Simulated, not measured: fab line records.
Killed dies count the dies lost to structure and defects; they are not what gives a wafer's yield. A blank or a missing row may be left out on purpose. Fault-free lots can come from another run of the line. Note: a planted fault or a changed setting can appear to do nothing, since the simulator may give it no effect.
fab line records | flow sky130
record: lots: 12 | wafers: 36 | lastDay: 50
route steps=708 shown FIELD_ISO@19 DNWELL@43 PWDE@54 NWELL@78 PAD_OPEN@708
lots that met no fault: from a run of the same line without faults
startH: the number of hours between the record's first day and the start of the first shown wafer of the lot | waitH: hours elapsed since this lot's preceding step | " same as the row above | L1.1+2: one row covering several wafers at once | - no value, or no start was given | * or withheld: withheld | < > ~ a bound
route shown NAME@n: a module of which the file shows steps, and the number in the route of the first | usual: mean/standard deviation taken from wafers without a fault | same: alike in all rows | chamber/n: place in a boat | sites: per-site readings | _std_site: the standard deviation of these | _edge_site: inner sites' mean taken away from outer sites' mean | radiusMm: for every site, how far away it sits from the centre of the wafer | mask NAME#n: copy n | behind: the most recent tool/chamber to have shaped the wafer | hold: what put the lot on hold/how long, in hours/how the hold closed | device: whichever transistor did not switch (one of n, p or np) | end of line: tests run on the same wafers once the route is complete | step lacking rows: just its recipe | killed: dies lost to structure and defects at the first sort, not the wafer's yield | map: dies across one wafer; x = killed, . = not, _ = none there
set.NAME: the setting the step ran with; set.NAME@STEP: the setting that earlier step ran with | model.NAME: the simulator's own value behind a step, which no gauge read
steps of the route over a sample of lots; a table a step, a row a wafer
services: the hour from which a tool's chamber was out of use, counted from the record's first day as startH (under 0 if before that day), plus the number of hours and why
== steps ==
step: SKY_FIELD_ISO_WET_ETCH_18
recipe: chemistry: H3PO4 | targetDepthNm: 25 | tempC: 160 | target: Si3N4 | timeS: 286
usual: runLengthS: 314/3.4 | tempC: 159.99/0.15
lot.wafer | tool        | chamber | startH | waitH | runLengthS | tempC
L923.2    | wetBench-04 | 2       | 33.16  | 0.0   | 321        | 160.02
L923.5    | "           | 2       | "      | "     | 321        | 160.14
L923.6    | "           | 2       | "      | "     | 321        | 160.12
L924.2    | wetBench-04 | 2       | 40.81  | 0.0   | 319        | 160.21
L924.3    | "           | 2       | "      | "     | 319        | 160.06
L924.6    | "           | 2       | "      | "     | 319        | 160.16
L932.2    | wetBench-04 | 1       | 76.16  | 0.0   | 139        | 159.93
L932.5    | "           | 1       | "      | "     | 139        | 159.88
L932.6    | "           | 1       | "      | "     | 139        | 159.99
L936.1    | wetBench-01 | 2       | 97.09  | 0.0   | 319        | 159.70
L936.3    | "           | 2       | "      | "     | 319        | 159.65
L936.4    | "           | 2       | "      | "     | 319        | 159.80
L938.2    | wetBench-01 | 0       | 108.31 | 0.0   | 312        | 160.03
L938.3    | "           | 0       | "      | "     | 312        | 160.14
L938.4    | "           | 0       | "      | "     | 312        | 160.02
L939.2    | wetBench-01 | 1       | 111.24 | 0.0   | 311        | 160.01
L939.3    | "           | 1       | "      | "     | 311        | 159.87
L939.4    | "           | 1       | "      | "     | 311        | 160.09
L940.4    | wetBench-02 | 3       | 118.46 | 0.0   | 312        | 160.05
L940.5    | "           | 3       | "      | "     | 312        | 160.26
L940.6    | "           | 3       | "      | "     | 312        | 160.08
L941.3    | wetBench-02 | 2       | 123.35 | 0.0   | 313        | 160.01
L941.4    | "           | 2       | "      | "     | 313        | 159.98
L941.6    | "           | 2       | "      | "     | 313        | 160.03
L943.2    | wetBench-04 | 2       | 133.96 | 0.0   | 312        | 160.06
L943.3    | "           | 2       | "      | "     | 312        | 159.96
L943.6    | "           | 2       | "      | "     | 312        | 159.70
L944.2    | wetBench-02 | 1       | 139.10 | 0.0   | 312        | 159.98
L944.3    | "           | 1       | "      | "     | 312        | 160.15
L944.6    | "           | 1       | "      | "     | 312        | 159.94
L945.4    | wetBench-04 | 3       | 145.24 | 0.0   | 312        | 159.90
L945.5    | "           | 3       | "      | "     | 312        | 159.94
L945.6    | "           | 3       | "      | "     | 312        | 160.04
L946.1    | wetBench-02 | 3       | 151.35 | 0.0   | 319        | 159.90
L946.3    | "           | 3       | "      | "     | 319        | 159.66
L946.4    | "           | 3       | "      | "     | 319        | 159.88
step: SKY_DNWELL_STRIP_08
recipe: chemistry: O2/N2 | powerW: 1400 | pressureMtorr: 1500 | platenTempC: withheld | o2FlowSccm: 3000 | n2FlowSccm: 300 | overashFraction: 0.5
usual: chamberPressureMTorr: 1500.0/1.5 | drypumpMotorCurrentA: 5.77/0.22 | oesProductAu: 0.722/0.0041 | stripTimeToEndpointS: 36.92/0.097
lot.wafer | tool           | chamber | startH | waitH | chamberPressureMTorr | drypumpMotorCurrentA | oesProductAu | rfHoursCounterH | stripTimeToEndpointS
L923.2    | plasmaAsher-04 | 1       | 54.52  | 0.1   | 1500.1               | 5.60                 | 0.729        | 39              | 37.00
L923.5    | "              | 1       | "      | "     | 1502.7               | 5.57                 | 0.719        | -               | 36.96
L923.6    | "              | 0       | "      | "     | 1500.4               | 5.72                 | 0.726        | -               | 36.93
L924.2    | plasmaAsher-02 | 1       | 63.47  | 0.1   | 1499.4               | 6.10                 | 0.721        | 39              | 37.02
L924.3    | "              | 0       | "      | "     | 1498.2               | 5.67                 | 0.723        | -               | 37.09
L924.6    | "              | 1       | "      | "     | 1501.1               | 6.10                 | 0.725        | -               | 36.92
L932.2    | plasmaAsher-04 | 1       | 101.19 | 0.1   | 1498.8               | 5.54                 | 0.732        | 43              | 36.89
L932.5    | "              | 0       | "      | "     | 1498.6               | 5.73                 | 0.724        | -               | 36.79
L932.6    | "              | 1       | "      | "     | 1498.0               | 5.57                 | 0.726        | -               | 36.96
L936.1    | plasmaAsher-04 | 1       | 121.32 | 0.1   | 1497.4               | 5.60                 | 0.713        | 46              | 36.85
L936.3    | "              | 1       | "      | "     | 1496.7               | 5.62                 | 0.722        | -               | 36.95
L936.4    | "              | 0       | "      | "     | 1500.4               | 5.74                 | 0.728        | -               | 36.89
L938.2    | plasmaAsher-04 | 0       | 132.04 | 0.1   | 1501.8               | 5.74                 | 0.722        | 47              | 36.76
L938.3    | "              | 1       | "      | "     | 1503.0               | 5.58                 | 0.723        | -               | 36.74
L938.4    | "              | 0       | "      | "     | 1502.8               | 5.72                 | 0.723        | -               | 36.73
L939.2    | plasmaAsher-02 | 0       | 136.87 | 0.1   | 1500.1               | 5.66                 | 0.721        | 46              | 36.95
L939.3    | "              | 1       | "      | "     | 1497.9               | 6.11                 | 0.723        | -               | 36.97
L939.4    | "              | 0       | "      | "     | 1498.1               | 5.68                 | 0.728        | -               | 36.92
L940.4    | plasmaAsher-03 | 1       | 144.04 | 0.1   | 1498.8               | 5.40                 | 0.730        | -               | 36.86
L940.5    | "              | 0       | "      | "     | 1499.7               | 5.80                 | 0.723        | -               | 36.87
L940.6    | "              | 1       | "      | "     | 1498.1               | 5.40                 | 0.725        | -               | 36.91
L941.3    | plasmaAsher-02 | 0       | 149.14 | 0.1   | 1498.7               | 5.65                 | 0.720        | -               | 36.94
L941.4    | "              | 1       | "      | "     | 1499.2               | 6.12                 | 0.723        | -               | 36.89
L941.6    | "              | 0       | "      | "     | 1500.0               | 5.66                 | 0.721        | -               | 36.95
L943.2    | plasmaAsher-03 | 1       | 159.54 | 0.1   | 1503.5               | 5.43                 | 0.721        | 4               | 37.11
L943.3    | "              | 1       | "      | "     | 1500.2               | 5.42                 | 0.725        | -               | 37.07
L943.6    | "              | 0       | "      | "     | 1499.1               | 5.79                 | 0.719        | -               | 37.21
L944.2    | plasmaAsher-02 | 0       | 166.09 | 0.1   | 1500.0               | 5.66                 | 0.724        | 49              | 36.82
L944.3    | "              | 1       | "      | "     | 1501.6               | 6.12                 | 0.731        | -               | 36.94
L944.6    | "              | 1       | "      | "     | 1500.0               | 6.10                 | 0.720        | -               | 36.85
L945.4    | plasmaAsher-04 | 0       | 171.68 | 0.1   | 1500.8               | 5.74                 | 0.725        | -               | 36.93
L945.5    | "              | 1       | "      | "     | 1502.8               | 5.60                 | 0.718        | -               | 36.81
L945.6    | "              | 0       | "      | "     | 1499.7               | 5.72                 | 0.722        | -               | 36.91
L946.1    | plasmaAsher-04 | 0       | 178.44 | 0.1   | 1501.6               | 5.74                 | 0.716        | 51              | 36.86
L946.3    | "              | 0       | "      | "     | 1499.5               | 5.73                 | 0.722        | -               | 36.85
L946.4    | "              | 1       | "      | "     | 1499.4               | 5.57                 | 0.721        | -               | 36.95
step: SKY_PWDE_STRIP_09
recipe: chemistry: O2/N2 | powerW: 1400 | pressureMtorr: 1500 | platenTempC: withheld | o2FlowSccm: 3000 | n2FlowSccm: 300 | overashFraction: 0.5
usual: chamberPressureMTorr: 1500.0/2 | drypumpMotorCurrentA: 5.6/0.35 | oesProductAu: 0.722/0.0047 | stripTimeToEndpointS: 36.96/0.11
lot.wafer | tool           | chamber | startH | waitH | chamberPressureMTorr | drypumpMotorCurrentA | oesProductAu | rfHoursCounterH | stripTimeToEndpointS
L923.2    | plasmaAsher-01 | 1       | 70.40  | 0.1   | 1497.2               | 5.1                  | 0.720        | 25              | 36.97
L923.5    | "              | 1       | "      | "     | 1498.2               | 5.1                  | 0.725        | -               | 37.07
L923.6    | "              | 0       | "      | "     | 1500.1               | 5.1                  | 0.717        | -               | 37.00
L924.2    | plasmaAsher-03 | 0       | 79.58  | 0.1   | 1498.6               | 5.8                  | 0.719        | 38              | 37.04
L924.3    | "              | 0       | "      | "     | 1499.5               | 5.8                  | 0.725        | -               | 36.91
L924.6    | "              | 0       | "      | "     | 1500.0               | 5.8                  | 0.731        | -               | 37.01
L932.2    | plasmaAsher-03 | 0       | 119.18 | 0.1   | 1500.3               | 5.8                  | 0.721        | 0               | 37.09
L932.5    | "              | 1       | "      | "     | 1500.1               | 5.4                  | 0.725        | -               | 37.05
L932.6    | "              | 0       | "      | "     | 1500.5               | 5.8                  | 0.720        | -               | 36.97
L936.1    | plasmaAsher-02 | 0       | 140.18 | 0.1   | 1501.3               | 5.6                  | 0.726        | 46              | 36.90
L936.3    | "              | 1       | "      | "     | 1501.1               | 6.1                  | 0.720        | -               | 36.82
L936.4    | "              | 0       | "      | "     | 1499.4               | 5.7                  | 0.731        | -               | 36.87
L938.2    | plasmaAsher-02 | 0       | 151.58 | 0.1   | 1503.9               | 5.7                  | 0.723        | 48              | 36.78
L938.3    | "              | 0       | "      | "     | 1500.2               | 5.7                  | 0.728        | -               | 36.86
L938.4    | "              | 1       | "      | "     | 1499.4               | 6.1                  | 0.716        | -               | 36.89
L939.2    | plasmaAsher-01 | 1       | 156.95 | 0.1   | 1498.2               | 5.2                  | 0.721        | 33              | 36.94
L939.3    | "              | 0       | "      | "     | 1498.9               | 5.1                  | 0.718        | -               | 37.01
L939.4    | "              | 1       | "      | "     | 1498.7               | 5.1                  | 0.719        | -               | 37.07
L940.4    | plasmaAsher-02 | 1       | 164.06 | 0.1   | 1499.9               | 6.1                  | 0.718        | -               | 36.86
L940.5    | "              | 1       | "      | "     | 1516.8               | 6.1                  | 0.726        | -               | 36.95
L940.6    | "              | 0       | "      | "     | 1500.0               | 5.7                  | 0.723        | -               | 36.88
L941.3    | plasmaAsher-03 | 1       | 169.26 | 0.1   | 1500.0               | 5.4                  | 0.724        | -               | 36.97
L941.4    | "              | 0       | "      | "     | 1504.3               | 5.8                  | 0.722        | -               | 37.03
L941.6    | "              | 1       | "      | "     | 1500.9               | 5.4                  | 0.729        | -               | 37.14
L943.2    | plasmaAsher-03 | 0       | 179.93 | 0.1   | 1502.6               | 5.8                  | 0.728        | 6               | 36.86
L943.3    | "              | 1       | "      | "     | 1501.0               | 5.4                  | 0.724        | -               | 36.90
L943.6    | "              | 0       | "      | "     | 1499.7               | 5.8                  | 0.723        | -               | 36.79
L944.2    | plasmaAsher-02 | 0       | 187.13 | 0.1   | 1497.7               | 5.7                  | 0.719        | 51              | 37.18
L944.3    | "              | 0       | "      | "     | 1499.6               | 5.7                  | 0.728        | -               | 37.10
L944.6    | "              | 1       | "      | "     | 1501.6               | 6.1                  | 0.723        | -               | 36.99
L945.4    | plasmaAsher-03 | 1       | 192.88 | 0.1   | 1502.1               | 5.4                  | 0.718        | -               | 37.07
L945.5    | "              | 1       | "      | "     | 1498.0               | 5.4                  | 0.729        | -               | 37.02
L945.6    | "              | 0       | "      | "     | 1501.6               | 5.8                  | 0.722        | -               | 37.03
L946.1    | plasmaAsher-03 | 0       | 200.05 | 0.1   | 1499.0               | 5.8                  | 0.717        | 7               | 37.05
L946.3    | "              | 0       | "      | "     | 1500.9               | 5.8                  | 0.708        | -               | 37.18
L946.4    | "              | 1       | "      | "     | 1499.0               | 5.4                  | 0.723        | -               | 37.02
step: SKY_NWELL_STRIP_25
recipe: chemistry: O2/N2 | powerW: 1400 | pressureMtorr: 1500 | platenTempC: withheld | o2FlowSccm: 3000 | n2FlowSccm: 300 | overashFraction: 0.5
usual: chamberPressureMTorr: 1500.2/1.5 | drypumpMotorCurrentA: 5.46/0.27 | oesProductAu: 0.722/0.0044 | stripTimeToEndpointS: 36.93/0.11
lot.wafer | tool           | chamber | startH | waitH | chamberPressureMTorr | drypumpMotorCurrentA | oesProductAu | rfHoursCounterH | stripTimeToEndpointS
L923.2    | plasmaAsher-04 | 1       | 104.94 | 0.1   | 1499.0               | 5.59                 | 0.717        | 44              | 36.93
L923.5    | "              | 0       | "      | "     | 1501.6               | 5.73                 | 0.724        | -               | 36.89
L923.6    | "              | 1       | "      | "     | 1502.0               | 5.58                 | 0.722        | -               | 36.89
L924.2    | plasmaAsher-01 | 0       | 114.44 | 0.1   | 1498.6               | 5.09                 | 0.721        | 29              | 37.02
L924.3    | "              | 0       | "      | "     | 1499.0               | 5.07                 | 0.713        | -               | 36.89
L924.6    | "              | 0       | "      | "     | 1499.4               | 5.09                 | 0.730        | -               | 36.86
L932.2    | plasmaAsher-04 | 0       | 157.03 | 0.1   | 1499.6               | 5.71                 | 0.726        | 49              | 36.83
L932.5    | "              | 0       | "      | "     | 1500.6               | 5.75                 | 0.728        | -               | 36.89
L932.6    | "              | 1       | "      | "     | 1501.3               | 5.57                 | 0.724        | -               | 36.79
L936.1    | plasmaAsher-01 | 1       | 181.15 | 0.1   | 1500.4               | 5.13                 | 0.721        | 36              | 37.02
L936.3    | "              | 0       | "      | "     | 1500.7               | 5.07                 | 0.715        | -               | 36.98
L936.4    | "              | 1       | "      | "     | 1498.9               | 5.12                 | 0.724        | -               | 37.09
L938.2    | plasmaAsher-01 | 1       | 193.80 | 0.1   | 1500.2               | 5.15                 | 0.718        | 37              | 36.97
L938.3    | "              | 1       | "      | "     | 1501.9               | 5.14                 | 0.721        | -               | 36.89
L938.4    | "              | 0       | "      | "     | 1500.0               | 5.09                 | 0.715        | -               | 36.97
L939.2    | plasmaAsher-01 | 1       | 198.53 | 0.1   | 1502.3               | 5.17                 | 0.723        | 37              | 36.92
L939.3    | "              | 1       | "      | "     | 1499.3               | 5.16                 | 0.729        | -               | 36.94
L939.4    | "              | 0       | "      | "     | 1499.9               | 5.09                 | 0.723        | -               | 37.02
L940.4    | plasmaAsher-03 | 0       | 207.07 | 0.1   | 1500.3               | 5.81                 | 0.714        | -               | 37.00
L940.5    | "              | 1       | "      | "     | 1500.4               | 5.41                 | 0.727        | -               | 37.06
L940.6    | "              | 0       | "      | "     | 1501.4               | 5.80                 | 0.726        | -               | 36.95
L941.3    | plasmaAsher-04 | 0       | 212.13 | 0.1   | 1502.8               | 5.74                 | 0.719        | -               | 36.93
L941.4    | "              | 1       | "      | "     | 1501.8               | 5.53                 | 0.723        | -               | 37.00
L941.6    | "              | 0       | "      | "     | 1500.3               | 5.73                 | 0.718        | -               | 37.03
L943.2    | plasmaAsher-03 | 0       | 223.79 | 0.1   | 1500.2               | 5.82                 | 0.726        | 10              | 36.67
L943.3    | "              | 1       | "      | "     | 1499.6               | 5.43                 | 0.727        | -               | 36.81
L943.6    | "              | 0       | "      | "     | 1501.2               | 5.77                 | 0.724        | -               | 36.78
L944.2    | plasmaAsher-04 | 0       | 232.58 | 0.1   | 1503.0               | 5.72                 | 0.728        | 56              | 37.01
L944.3    | "              | 0       | "      | "     | 1497.4               | 5.73                 | 0.725        | -               | 37.03
L944.6    | "              | 1       | "      | "     | 1498.6               | 5.57                 | 0.728        | -               | 37.06
L945.4    | plasmaAsher-03 | 1       | 238.52 | 0.1   | 1499.9               | 5.42                 | 0.729        | -               | 37.11
L945.5    | "              | 1       | "      | "     | 1500.5               | 5.40                 | 0.727        | -               | 37.00
L945.6    | "              | 0       | "      | "     | 1501.1               | 5.80                 | 0.721        | -               | 37.06
L946.1    | plasmaAsher-01 | 1       | 246.50 | 0.1   | 1499.5               | 5.11                 | 0.716        | 42              | 37.07
L946.3    | "              | 1       | "      | "     | 1500.0               | 5.14                 | 0.720        | -               | 36.96
L946.4    | "              | 0       | "      | "     | 1499.6               | 5.09                 | 0.724        | -               | 37.07
step: SKY_PAD_OPEN_PROBE_99
usual: killed_at_M0_to_M3: 43/7.7 | killed_at_M4_up: 3.0/1.7 | killedAtContacts: 24/5.2 | killedAtFrontEnd: 15/4.5 | killedAtOther: 0.3/0.5 | killedDies: 85/9.5 | killedOpen: 47/6.6 | killedShort: 38/6.6
same: grossDies: 492 | killedAtBackSide: 0
lot.wafer | tool      | chamber | startH  | waitH | killed_at_M0_to_M3 | killed_at_M4_up | killedAtContacts | killedAtFrontEnd | killedAtOther | killedDies | killedOpen | killedShort
L923.2    | prober-01 | -       | 1070.53 | 0.1   | 34                 | 2               | 28               | 13               | 0             | 77         | 48         | 29
L923.5    | prober-01 | -       | 1070.68 | 0.2   | 39                 | 4               | 24               | 12               | 0             | 79         | 43         | 36
L923.6    | prober-01 | -       | 1070.73 | 0.2   | 42                 | 2               | 29               | 22               | 0             | 95         | 55         | 40
L938.2    | prober-01 | -       | 1169.59 | 0.1   | 44                 | 4               | 25               | 24               | 0             | 97         | 57         | 40
L938.3    | prober-01 | -       | 1169.64 | 0.2   | 59                 | 3               | 19               | 11               | 0             | 92         | 52         | 40
L938.4    | prober-01 | -       | 1169.69 | 0.2   | 52                 | 1               | 20               | 15               | 0             | 88         | 47         | 41
L936.1    | prober-02 | -       | 1172.03 | 0.1   | 48                 | 4               | 19               | 13               | 0             | 84         | 54         | 30
L936.3    | prober-02 | -       | 1172.13 | 0.2   | 51                 | 1               | 19               | 18               | 0             | 89         | 44         | 45
L936.4    | prober-02 | -       | 1172.18 | 0.2   | 46                 | 2               | 22               | 16               | 0             | 86         | 45         | 41
L939.2    | prober-02 | -       | 1174.16 | 0.1   | 38                 | 5               | 24               | 9                | 0             | 76         | 37         | 39
L939.3    | prober-02 | -       | 1174.21 | 0.2   | 43                 | 3               | 15               | 17               | 0             | 78         | 37         | 41
L939.4    | prober-02 | -       | 1174.26 | 0.2   | 42                 | 6               | 18               | 18               | 0             | 84         | 50         | 34
L940.4    | prober-01 | -       | 1175.28 | 0.2   | 44                 | 4               | 30               | 15               | 0             | 93         | 49         | 44
L940.5    | prober-01 | -       | 1175.33 | 0.2   | 35                 | 3               | 24               | 10               | 1             | 73         | 44         | 29
L940.6    | prober-01 | -       | 1175.38 | 0.2   | 46                 | 1               | 27               | 17               | 0             | 91         | 50         | 41
L941.3    | prober-02 | -       | 1176.39 | 0.2   | 33                 | 4               | 32               | 24               | 0             | 93         | 47         | 46
L941.4    | prober-02 | -       | 1176.44 | 0.2   | 41                 | 2               | 17               | 24               | 0             | 84         | 52         | 32
L941.6    | prober-02 | -       | 1176.54 | 0.2   | 34                 | 1               | 22               | 18               | 1             | 76         | 45         | 31
L943.2    | prober-01 | -       | 1182.98 | 0.1   | 54                 | 2               | 34               | 11               | 0             | 101        | 56         | 45
L943.3    | prober-01 | -       | 1183.03 | 0.2   | 47                 | 5               | 28               | 9                | 0             | 89         | 48         | 41
L943.6    | prober-01 | -       | 1183.18 | 0.2   | 41                 | 4               | 28               | 13               | 0             | 86         | 47         | 39
killed by level:class
L923.2 CONTACT:geometricParticle:open=12 LI_CONTACT:geometricParticle:open=8 VIA2:geometricParticle:open=8 VIA1:geometricParticle:open=6 FIELD_ISO:geometricParticle:short=5 METAL2:geometricParticle:short=4 VIA3:geometricParticle:open=4 LOCAL_INTERCONNECT:geometricParticle:short=3
L923.5 VIA1:geometricParticle:open=11 VIA2:geometricParticle:open=7 LI_CONTACT:geometricParticle:open=6 POLY_GATE:geometricParticle:short=5 VIA3:geometricParticle:open=5 CONTACT:geometricParticle:short=5 METAL1:geometricParticle:short=5 LI_CONTACT:geometricParticle:short=4
L923.6 CONTACT:geometricParticle:open=15 VIA3:geometricParticle:open=10 LI_CONTACT:geometricParticle:open=7 METAL1:geometricParticle:short=7 FIELD_ISO:geometricParticle:short=6 VIA2:geometricParticle:open=6 VIA1:geometricParticle:open=5 LOCAL_INTERCONNECT:geometricParticle:short=4
L938.2 VIA1:geometricParticle:open=10 LI_CONTACT:geometricParticle:open=10 CONTACT:geometricParticle:open=10 METAL3:geometricParticle:short=7 POLY_GATE:geometricParticle:short=6 VIA3:geometricParticle:open=6 VIA1:geometricParticle:short=5 FIELD_ISO:geometricParticle:open=4
L938.3 VIA1:geometricParticle:open=12 VIA3:geometricParticle:open=12 METAL2:geometricParticle:short=8 CONTACT:geometricParticle:open=8 METAL1:geometricParticle:short=6 VIA1:geometricParticle:short=5 LI_CONTACT:geometricParticle:open=5 POLY_GATE:geometricParticle:short=4
L938.4 VIA1:geometricParticle:open=8 METAL2:geometricParticle:short=8 CONTACT:geometricParticle:open=7 VIA3:geometricParticle:open=7 CONTACT:geometricParticle:short=6 VIA2:geometricParticle:open=6 POLY_GATE:geometricParticle:short=5 LI_CONTACT:geometricParticle:open=5
L936.1 VIA1:geometricParticle:open=17 VIA3:geometricParticle:open=8 CONTACT:geometricParticle:open=6 VIA2:geometricParticle:open=6 POLY_GATE:geometricParticle:open=5 LI_CONTACT:geometricParticle:open=5 POLY_GATE:geometricParticle:short=4 METAL1:geometricParticle:short=4
L936.3 VIA1:geometricParticle:open=10 VIA1:geometricParticle:short=10 METAL1:geometricParticle:short=8 LI_CONTACT:geometricParticle:open=6 POLY_GATE:geometricParticle:open=5 CONTACT:geometricParticle:short=5 VIA2:geometricParticle:open=5 CONTACT:geometricParticle:open=4
L936.4 VIA1:geometricParticle:open=10 CONTACT:geometricParticle:open=8 POLY_GATE:geometricParticle:open=6 VIA2:geometricParticle:short=5 CONTACT:geometricParticle:short=5 LI_CONTACT:geometricParticle:open=5 METAL1:geometricParticle:short=5 VIA2:geometricParticle:open=5
L939.2 LOCAL_INTERCONNECT:geometricParticle:short=8 CONTACT:geometricParticle:open=8 METAL2:geometricParticle:short=6 VIA3:geometricParticle:open=6 VIA1:geometricParticle:open=5 LI_CONTACT:geometricParticle:open=4 VIA2:geometricParticle:open=4 VIA3:geometricParticle:short=4
L939.3 VIA2:geometricParticle:open=9 METAL2:geometricParticle:short=6 LOCAL_INTERCONNECT:geometricParticle:short=5 METAL1:geometricParticle:short=5 VIA1:geometricParticle:open=5 VIA3:geometricParticle:open=5 FIELD_ISO:geometricParticle:open=4 LI_CONTACT:geometricParticle:short=4
L939.4 VIA1:geometricParticle:open=12 VIA2:geometricParticle:open=9 VIA3:geometricParticle:open=8 LI_CONTACT:geometricParticle:open=6 POLY_GATE:geometricParticle:short=5 CONTACT:geometricParticle:open=5 METAL4:geometricParticle:short=5 METAL2:geometricParticle:short=4
L940.4 CONTACT:geometricParticle:open=12 VIA1:geometricParticle:open=11 LI_CONTACT:geometricParticle:open=8 VIA1:geometricParticle:short=7 POLY_GATE:geometricParticle:short=5 METAL1:geometricParticle:short=5 METAL2:geometricParticle:short=5 VIA3:geometricParticle:open=5
L940.5 LI_CONTACT:geometricParticle:open=16 VIA1:geometricParticle:open=7 METAL1:geometricParticle:short=6 VIA2:geometricParticle:open=6 VIA2:geometricParticle:short=5 POLY_GATE:geometricParticle:open=4 CONTACT:geometricParticle:open=4 METAL3:geometricParticle:short=4
L940.6 LI_CONTACT:geometricParticle:open=10 VIA1:geometricParticle:open=10 CONTACT:geometricParticle:open=9 METAL2:geometricParticle:short=8 POLY_GATE:geometricParticle:open=6 VIA3:geometricParticle:open=5 VIA1:geometricParticle:short=4 VIA3:geometricParticle:short=4
L941.3 FIELD_ISO:geometricParticle:short=10 VIA3:geometricParticle:open=9 LI_CONTACT:geometricParticle:open=7 CONTACT:geometricParticle:short=7 METAL2:geometricParticle:short=7 LOCAL_INTERCONNECT:geometricParticle:open=6 CONTACT:geometricParticle:open=6 VIA1:geometricParticle:open=6
L941.4 VIA1:geometricParticle:open=13 VIA2:geometricParticle:open=10 FIELD_ISO:geometricParticle:open=7 LI_CONTACT:geometricParticle:open=7 VIA2:geometricParticle:short=7 CONTACT:geometricParticle:open=7 FIELD_ISO:geometricParticle:short=6 POLY_GATE:geometricParticle:open=5
L941.6 VIA1:geometricParticle:open=8 CONTACT:geometricParticle:open=7 FIELD_ISO:geometricParticle:short=6 LI_CONTACT:geometricParticle:open=6 FIELD_ISO:geometricParticle:open=5 LOCAL_INTERCONNECT:geometricParticle:short=5 METAL2:geometricParticle:short=4 VIA3:geometricParticle:open=4
L943.2 CONTACT:geometricParticle:open=16 LI_CONTACT:geometricParticle:open=11 VIA1:geometricParticle:open=10 METAL1:geometricParticle:short=9 VIA1:geometricParticle:short=7 METAL2:geometricParticle:short=6 VIA2:geometricParticle:open=6 POLY_GATE:geometricParticle:short=4
L943.3 LI_CONTACT:geometricParticle:open=10 VIA1:geometricParticle:open=9 VIA1:geometricParticle:short=9 VIA3:geometricParticle:open=8 CONTACT:geometricParticle:open=7 CONTACT:geometricParticle:short=7 METAL1:geometricParticle:short=5 POLY_GATE:geometricParticle:open=4
L943.6 VIA1:geometricParticle:open=11 CONTACT:geometricParticle:open=9 LOCAL_INTERCONNECT:geometricParticle:short=8 VIA2:geometricParticle:open=6 LI_CONTACT:geometricParticle:open=6 FIELD_ISO:geometricParticle:short=4 VIA1:geometricParticle:short=4 VIA2:geometricParticle:short=4
== services ==
tool           | chamber | startH | hours | kind
plasmaAsher-01 | -       | 18.76  | 15.6  | pm
plasmaAsher-03 | -       | 108.75 | 9.0   | pm
plasmaAsher-03 | 0       | 108.75 | 9.0   | ventCycle
plasmaAsher-03 | 1       | 108.75 | 9.0   | ventCycle
plasmaAsher-03 | 0       | 117.75 | -     | clean
plasmaAsher-03 | 1       | 117.75 | -     | clean
wetBench-04    | -       | 151.95 | 0.8   | repair
wetBench-01    | -       | 172.58 | 4.4   | pm
plasmaAsher-03 | -       | 194.28 | 5.4   | repair
plasmaAsher-04 | -       | 199.25 | 1.9   | repair
wetBench-04    | -       | 206.99 | 2.9   | repair
plasmaAsher-01 | -       | 211.20 | 2.1   | repair
== key ==
firstSign: step: SKY_FIELD_ISO_WET_ETCH_18 | reading: runLengthS | direction: down | sigmas: 51 | usual: * | struck: *
effect none on later readings
metAt SKY_FIELD_ISO_WET_ETCH_18
struckLots L932
struckWafers L932.2,L932.5,L932.6
testerLeftOut L932
notActingAt SKY_DNWELL_STRIP_08,SKY_PWDE_STRIP_09,SKY_NWELL_STRIP_25
fault: kind: processParameterDrift | tool: wetBench-04 | chamber: 1 | onsetH: 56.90 | steps: SKY_FIELD_ISO_WET_ETCH_18 | channel: timeS | offset: * | shape: step | endH: 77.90 | actsIn: * | stated: *
testerLeftOut: of these lots the tester's yield and bins aren't shown, on N5 and GAA mostly nor the transistor test; their killed dies are dies lost to structure and defects alone, not to doping, threshold or leakage, so they don't give the yield
